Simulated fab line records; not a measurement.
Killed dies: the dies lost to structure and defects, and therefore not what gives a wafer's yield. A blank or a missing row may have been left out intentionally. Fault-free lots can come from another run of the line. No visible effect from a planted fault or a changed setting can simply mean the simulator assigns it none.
Code-filled problem report in 8D (eight disciplines) form | flow sky130 | the parts of the form that need people (team, actions taken, sign-off) are left out

1. THE ISSUE
Wafers without a fault read 2.69 s, standard deviation 0.041; strip-time-to-endpoint-s at SKY_METAL1_STRIP_20 reads a mean of 2.28 s on 3 wafers belonging to 2 lots. Relative to the usual mean, that is a shift of -10 standard deviations.
The step: strips in O2/N2.
First seen on wafer L753.1, day 39 14:44, on plasma-asher-04. Wafers with a number at this step in the record: 36, from 12 lots. The rule behind "out" and "out of limits": a value lying over 4 standard deviations away from the usual mean. Any other wafer with a number is counted as sound.

2. WHAT IT IS AND WHAT IT IS NOT
question                    | is                       | is not
which readings at this step | strip-time-to-endpoint-s | drypump-motor-current-A
which lots                  | L753, L754               | L734, L735, L736, L739, L742, L743, L744, L747, L756, L757
which wafers of those lots  | L753.1, L753.6, L754.1   | L753.2, L754.3, L754.5
read on which tools         | plasma-asher-04          | plasma-asher-01, plasma-asher-02
when                        | from day 39 14:44        | up to then (25 sound wafers); but 8 sound wafers of L754, L756, L757 came after

3. WHAT RULES OUT EACH SUSPECT
Counting: any tool at a process step up to the reading remains a suspect provided it ran every lot that is out. Sound lots after the first of them don't rule it out here, since some wafers of a struck lot are sound.
- litho-track-04 at SKY_METAL1_COAT_10 (resist thk 450 nm): kept. Every lot that is out went through it, the first being L753 (day 39 00:00); the last sound lot it ran before that was L744 (day 35 15:00).
- plasma-asher-04 at SKY_METAL1_STRIP_20 (strips in O2/N2): kept. Every lot that is out went through it, the first being L753 (day 39 14:44); the last sound lot it ran before that was L744 (day 36 04:56). Its own strip-time-to-endpoint-s readings are out on those wafers.
What counting leaves: litho-track-04 at SKY_METAL1_COAT_10 and plasma-asher-04 at SKY_METAL1_STRIP_20.

4. THE CAUSE (what the simulator had put in)
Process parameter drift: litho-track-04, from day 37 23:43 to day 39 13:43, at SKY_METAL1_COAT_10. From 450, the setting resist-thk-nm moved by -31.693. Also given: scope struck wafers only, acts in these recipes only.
This tool is one of the 2 suspects left after counting.

5. SEQUENCE OF EFFECTS, ordered by route
Each row: a reading where the mean over the struck wafers with a number is more than 3 standard deviations away from the usual. Only readings for which the record gives a usual standard deviation are gone through. hours: the time from each lot's start at the first step in this table that gives one to its start at this step, as a median over the lots. sigmas: the change in usual standard deviations.
hours | step                | reading                  | usual      | on struck wafers | change | sigmas
0     | SKY_METAL1_STRIP_20 | oes-product-au           | 0.342 a.u. | 0.323            | -0.019 | -3.8
0     | SKY_METAL1_STRIP_20 | strip-time-to-endpoint-s | 2.69 s     | 2.28             | -0.41  | -10
It contains these process steps:
- SKY_METAL1_STRIP_20: strips in O2/N2.
Later steps that measure or inspect, where all struck wafers having a row at the step show a number for every such reading and not one has moved that far: SKY_VIA1_BOW_MEAS_03.

6. WHAT WOULD HAVE CAUGHT IT SOONER
First out-of-limits reading in this record: day 39 14:44, which is 39 hours after fault onset at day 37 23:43.
By day 39 14:44 the whole set of lots that are out, 2 in number, had already begun SKY_METAL1_COAT_10 on litho-track-04. Tool hold at that time: it would have spared none of them.
